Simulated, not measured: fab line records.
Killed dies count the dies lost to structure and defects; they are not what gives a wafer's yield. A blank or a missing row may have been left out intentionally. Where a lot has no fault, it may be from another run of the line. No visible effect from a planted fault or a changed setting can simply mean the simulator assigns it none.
2 desks, one fault | flow gf180mcu | each desk has only its own numbers; what lay behind them comes last

== METROLOGY DESK ==
What the gauges read for every lot (on any tool): the sampled wafers with a number, averaged. A lot is out of limits, marked OUT, if its mean lies more than 4 standard deviations from the usual mean; the brackets give that distance.
Columns: A = CONTACT_CVD_00_THK at GF_CONTACT_THK_MEAS_01, usual 302 nm; B = CONTACT_BOW at GF_CONTACT_BOW_MEAS_05, usual 66 um
lot  | first seen here | A   | B
L566 | day 15 02:48    | 300 | 65
L567 | day 15 14:07    | 304 | 62
L568 | day 15 18:20    | 301 | 69
L569 | day 16 03:06    | 302 | 67
L573 | day 17 10:37    | 302 | 69
L574 | day 17 18:17    | 301 | 64
L575 | day 18 08:45    | 307 | 71
L576 | day 18 17:29    | 303 | 71
L577 | day 19 01:33    | 301 | 64
L583 | day 21 03:29    | 300 | 58
L584 | day 21 12:43    | 305 | 68
L585 | day 21 21:41    | 298 | 70
L587 | day 23 07:47    | 306 | 65
L589 | day 23 23:10    | 297 | 56
This desk's finding: nothing out of limits on any of the 14 lots.

== AT THE TOOL OWNER'S DESK: rtpAnneal-01 ==
Per lot that ran on this tool, the mean of the sampled wafers carrying a number, from the tool's own readings at GF_SALICIDE_RTA_06 (time 30 s). A lot is out of limits, marked OUT, if its mean lies more than 4 standard deviations from the usual mean; the brackets give that distance.
Columns: A = annealTempCMax at GF_SALICIDE_RTA_06, usual 532.5; B = chamberO2Ppm at GF_SALICIDE_RTA_06, usual 1.996; C = lampPowerPct at GF_SALICIDE_RTA_06, usual 6.0 %; D = wafer_temp_C_max at GF_SALICIDE_RTA_06, usual 533.7
lot  | first seen here | A     | B                         | C   | D
L566 | day 15 02:28    | 532.0 | 1.969                     | 6.8 | 532.5
L569 | day 16 02:47    | 531.5 | 1.992                     | 6.8 | 533.2
L573 | day 17 10:17    | 531.5 | 2.003                     | 6.8 | 533.1
L574 | day 17 17:58    | 531.4 | 1.987                     | 6.8 | 533.5
L575 | day 18 08:25    | 532.0 | 302.003 (+99 or more) OUT | 6.8 | 533.4
L577 | day 19 01:14    | 531.6 | 301.993 (+99 or more) OUT | 6.9 | 532.9
L585 | day 21 21:21    | 531.4 | 2.000                     | 6.8 | 533.1
L587 | day 23 07:28    | 531.6 | 1.979                     | 6.8 | 533.2
This desk's verdict: out of limits on L575, L577, starting with L575 at day 18 08:25 (chamberO2Ppm at GF_SALICIDE_RTA_06). In limits: L566, L569, L573, L574, L585, L587.

== TAKEN TOGETHER ==
The tool owner's desk had the chance to raise an alarm at day 18 08:25 on L575, L577.
Nothing out of limits was seen by the metrology desk.
The metrology desk has L575, L577 on record, within its limits.
The lots listed all ran GF_SALICIDE_RTA_06 on rtpAnneal-01.

== WHAT THE SIMULATOR HAD INSERTED ==
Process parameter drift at GF_SALICIDE_RTA_06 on rtpAnneal-01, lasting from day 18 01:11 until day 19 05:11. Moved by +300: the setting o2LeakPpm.
Shown lots that were struck: L575, L577.
Each desk's first reading out of limits, in hours after the fault started: the tool owner's desk, 7.
